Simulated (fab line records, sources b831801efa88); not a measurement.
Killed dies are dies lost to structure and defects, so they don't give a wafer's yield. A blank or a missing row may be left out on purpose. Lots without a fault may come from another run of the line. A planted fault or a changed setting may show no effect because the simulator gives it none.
Problem report in the 8D (eight disciplines) form, filled by code | flow sky130 | the parts of the form that need people (team, actions taken, sign-off) are left out

1. THE PROBLEM
LI_CONTACT_W_RS at SKY_LI_CONTACT_RS_MEAS_22 reads a mean of 0.3092 ohm/sq on 4 wafers of 2 lots; wafers without a fault read 0.2845 ohm/sq with a standard deviation of 0.0029. That is +8.5 standard deviations from the usual mean.
The step: measures by four-point-probe.
First seen on wafer L641.1, day 32 04:55, on film_metro-03. The record holds 33 wafers of 11 lots with a number at this step. Rule for "out", or "out of limits": more than 4 standard deviations from the usual mean. The other wafers with a number count as sound.

2. WHAT IT IS AND WHAT IT IS NOT
question                    | is                             | is not
which readings at this step | LI_CONTACT_W_RS                | -
which lots                  | L641, L643                     | L634, L645, L648, L649, L650, L652, L653, L654, L655
which wafers of those lots  | L641.1, L641.4, L643.4, L643.5 | L641.5, L643.3
read on which gauges        | film_metro-03                  | film_metro-02, film_metro-04
when                        | from day 32 04:55              | up to then (4 sound wafers); but 25 sound wafers of L643, L645, L648, L649, L650, L652, L653, L654, L655 came after

3. SUSPECTS, AND WHAT RULES EACH OUT
Counting: a tool at a process step up to the reading stays a suspect if it ran every lot that is out. Sound lots after the first of them don't rule it out here, since some wafers of a struck lot are sound.
- the gauge at SKY_LI_CONTACT_RS_MEAS_22: ruled out. All the wafers that are out were read on film_metro-03, but those of them that SKY_LI_CONTACT_CVD_21 has rows for are out there too, on other tools.
- cvd_w-02 at SKY_LI_CONTACT_CVD_21 (deposits W, target thk 400 nm, time 120.56 s): kept. It ran every lot that is out, first L641 (day 32 04:47); its last sound lot up to then is L634 (day 30 05:24). Its own readings are out on those wafers: susceptor_temp_C.
- Within cvd_w-02 at SKY_LI_CONTACT_CVD_21: the wafers that are out ran in chamber 1; their sound lot-mates ran in chamber 0.
Left after counting: cvd_w-02 at SKY_LI_CONTACT_CVD_21.

4. THE CAUSE (what the simulator had put in)
Process parameter drift: cvd_w-02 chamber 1, from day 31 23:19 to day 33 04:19, at SKY_LI_CONTACT_CVD_21. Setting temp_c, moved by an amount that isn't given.
Counting left only this tool.

5. THE CHAIN OF EFFECTS, in route order
Each row: a reading whose mean over the struck wafers that have a number lies more than 3 standard deviations from the usual. Only readings for which the record gives a usual standard deviation are gone through. hours: the time from each lot's start at the first step in this table that gives one to its start at this step, as a median over the lots. sigmas: the change in usual standard deviations.
hours | step                       | reading          | usual         | on struck wafers | change  | sigmas
0     | SKY_LI_CONTACT_CVD_21      | susceptor_temp_C | 399.99 C      | 395.76           | -4.23   | -20
0     | SKY_LI_CONTACT_RS_MEAS_22  | LI_CONTACT_W_RS  | 0.2845 ohm/sq | 0.3092           | +0.0247 | +8.5
0     | SKY_LI_CONTACT_THK_MEAS_23 | LI_CONTACT_W_THK | 415 nm        | 377              | -38     | -5.6
The process steps in it:
- SKY_LI_CONTACT_CVD_21: deposits W, target thk 400 nm, time 120.56 s.
Later measuring or inspecting steps at which every struck wafer that the step has a row for has a number for every such reading, and none has moved that far: SKY_CONTACT_THK_MEAS_01.

6. WHAT WOULD HAVE CAUGHT IT SOONER
In this record the first reading out of limits at a measuring or inspecting step was taken at day 32 04:55, 6 hours after the fault began at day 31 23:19.
The tool's own readings at SKY_LI_CONTACT_CVD_21 were out on every struck wafer that the step has a row for (susceptor_temp_C): an alarm limit on them would have fired on the first of those.
Of the lots that are out (2), L643 began SKY_LI_CONTACT_CVD_21 on cvd_w-02 after day 32 04:55. A hold on the tool at that time would have spared it.
